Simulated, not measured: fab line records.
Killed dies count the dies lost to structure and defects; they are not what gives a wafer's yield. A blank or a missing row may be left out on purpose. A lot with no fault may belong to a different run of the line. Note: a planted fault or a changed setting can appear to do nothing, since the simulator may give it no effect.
8D (eight disciplines) problem report, filled in by code	flow gf180mcu	the parts of the form that need people (team, actions taken, sign-off) are left out

== 1. WHAT IS WRONG ==
Mean of time to endpoint s at GF_V1_CMP_04: 101 s across 2 wafers in 2 lots; on wafers with no fault it is 80 s (standard deviation 4.7). Measured from the usual mean, that is +4.5 standard deviations.
The step: polishes SiO2.
Earliest sighting: wafer L809.5 on cmp-01 at day 22 06:56. At this step, 37 wafers from 13 lots have a number in the record. The rule behind "out" and "out of limits": a value lying over 4 standard deviations away from the usual mean. The rest of the wafers with a number are treated as sound.

== 2. WHAT THIS IS AND IS NOT ==
question	is	is not
which readings at this step	time to endpoint s	motor current A
which lots	L809, L810	L797, L798, L799, L800, L801, L805, L806, L807, L808, L811, L818
which wafers of those lots	L809.5, L810.1	L809.3, L810.3
read on which tools	cmp-01	cmp-02
when	from day 22 06:56	up to then (28 sound wafers); but 7 sound wafers of L810, L811, L818 came after

== 3. THE SUSPECTS, EACH WITH WHAT RULES IT OUT ==
Counting: a tool at a process step up to the reading stays a suspect if it ran every lot that is out. Sound lots after the first of them don't rule it out here, since some wafers of a struck lot are sound.
- pvd sputter-04 at GF_CONTACT_SPUTTER_23 (material TiN, target thk 10 nm, time 40 s): kept. Every lot that is out went through it, the first being L809 (day 21 04:43); the last sound lot it ran before that was L805 (day 19 18:51).
- cmp-01 at GF_V1_CMP_04 (polishes SiO2): kept. Every lot that is out went through it, the first being L809 (day 22 06:56); the last sound lot it ran before that was L808 (day 21 16:06). Out on those wafers are its own readings of time to endpoint s.
What counting leaves: pvd sputter-04 at GF_CONTACT_SPUTTER_23 and cmp-01 at GF_V1_CMP_04.

== 4. THE CAUSE (what the simulator had put in) ==
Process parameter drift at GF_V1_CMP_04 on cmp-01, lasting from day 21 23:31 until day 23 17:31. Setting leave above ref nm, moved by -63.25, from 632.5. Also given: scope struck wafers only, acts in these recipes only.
Of the 2 suspects that counting leaves, this tool is one.

== 5. THE CHAIN OF EFFECTS, in route order ==
Rows list readings where the struck wafers' mean (over those with a number) sits beyond 3 standard deviations from the usual. Only readings for which the record gives a usual standard deviation are gone through. hours: the time from each lot's start at the first step in this table that gives one to its start at this step, as a median over the lots. sigmas: the change in usual standard deviations.
hours	step	reading	usual	on struck wafers	change	sigmas
0	GF_V1_CMP_04	time to endpoint s	80 s	101	+21	+4.5
-	GF_V1_ETCH_17	oes product au	0.856 a.u.	0.804	-0.052	-12
It contains these process steps:
- GF_V1_CMP_04: polishes SiO2.
- GF_V1_ETCH_17: etches SiO2 in C4F8/O2/Ar, stops on TiN, target depth 630 nm.

== 6. WHAT WOULD HAVE CAUGHT IT SOONER ==
First out-of-limits reading in this record: day 22 06:56, which is 7 hours after fault onset at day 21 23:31.
